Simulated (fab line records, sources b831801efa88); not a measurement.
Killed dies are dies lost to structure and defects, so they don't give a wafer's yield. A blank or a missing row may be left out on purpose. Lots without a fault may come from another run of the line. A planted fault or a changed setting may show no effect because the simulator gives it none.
Chamber matching | flow sky130 | SKY_SPACER_ETCHBACK_02 on rie_diel-02: 4 sister chambers
The step etches Si3N4 in CH3F/O2, stops on SiO2, time 46.7 s, target depth 45 nm. 22 wafers are shown with their chamber, then 11 later ones without.

WAFERS WITH THEIR CHAMBER
wafer  | chamber | drypump_motor_current_A (A) | throttle_valve_pct (%) | oes_product_au (a.u.)
L074.1 | 0       | 5.2                         | 10.553                 | 0.849
L074.2 | 3       | 6.0                         | 10.556                 | 0.851
L074.4 | 1       | 5.4                         | 10.536                 | 0.845
L076.2 | 3       | 6.0                         | 10.564                 | 0.855
L076.3 | 1       | 5.4                         | 10.544                 | 0.859
L076.5 | 2       | 5.0                         | 10.572                 | 0.851
L077.1 | 0       | 5.2                         | 10.561                 | 0.851
L077.4 | 2       | 5.0                         | 10.560                 | 0.859
L077.5 | 0       | 5.2                         | 10.570                 | 0.851
L080.1 | 2       | 5.0                         | 10.559                 | 0.864
L080.4 | 0       | 5.2                         | 10.568                 | 0.856
L080.5 | 2       | 5.0                         | 10.572                 | 0.853
L081.1 | 2       | 5.0                         | 10.564                 | 0.857
L081.2 | 0       | 5.2                         | 10.537                 | 0.859
L081.3 | 1       | 5.4                         | 10.565                 | 0.857
L084.1 | 3       | 6.0                         | 10.553                 | 0.848
L084.4 | 2       | 5.0                         | 10.552                 | 0.850
L084.6 | 3       | 6.0                         | 10.562                 | 0.854
L086.3 | 3       | 6.1                         | 10.565                 | 0.856
L086.4 | 2       | 4.9                         | 10.551                 | 0.855
L086.5 | 3       | 6.1                         | 10.569                 | 0.848
L090.2 | 1       | 5.4                         | 10.566                 | 0.860

SIGNATURES (means of the wafers above)
reading                 | chamber 0 | chamber 1 | chamber 2 | chamber 3 | scatter within a chamber
drypump_motor_current_A | 5.200     | 5.400     | 4.986     | 6.033     | 0.0349
throttle_valve_pct      | 10.55780  | 10.55275  | 10.56143  | 10.56150  | 0.0106
oes_product_au          | 0.85320   | 0.85525   | 0.85557   | 0.85200   | 0.00483
Rule: a wafer's distance from a chamber is the root of the sum, over the readings, of the square of ((its reading less the chamber's mean) divided by the reading's scatter). The wafer belongs to the nearest chamber; if the next one is less than 2 further off, it can't be placed. The scatter: the root of (the sum of the squares of (reading less its chamber's mean) over the shown wafers, divided by (wafers less chambers)).

WAFERS WITHOUT THEIR CHAMBER
wafer  | drypump_motor_current_A (A) | throttle_valve_pct (%) | oes_product_au (a.u.)
L090.4 | 6.1                         | 10.572                 | 0.845
L090.5 | 5.4                         | 10.561                 | 0.850
L093.2 | 5.4                         | 10.561                 | 0.840
L093.3 | 5.0                         | 10.538                 | 0.847
L093.4 | 5.2                         | 10.549                 | 0.847
L095.1 | 6.1                         | 10.551                 | 0.852
L095.3 | 5.2                         | 10.568                 | 0.848
L095.4 | 5.4                         | 10.553                 | 0.856
L097.1 | 6.1                         | 10.557                 | 0.858
L097.3 | 5.0                         | 10.559                 | 0.851
L097.4 | 5.4                         | 10.558                 | 0.850

WHICH CHAMBER EACH WENT THROUGH
wafer  | from the rows above | in truth
L090.4 | 3                   | 3
L090.5 | 1                   | 1
L093.2 | 1                   | 1
L093.3 | 2                   | 2
L093.4 | 0                   | 0
L095.1 | 3                   | 3
L095.3 | 0                   | 0
L095.4 | 1                   | 1
L097.1 | 3                   | 3
L097.3 | 2                   | 2
L097.4 | 1                   | 1
Placed correctly: 11 of 11. Can't be placed from these rows: 0. Placed wrongly: 0.
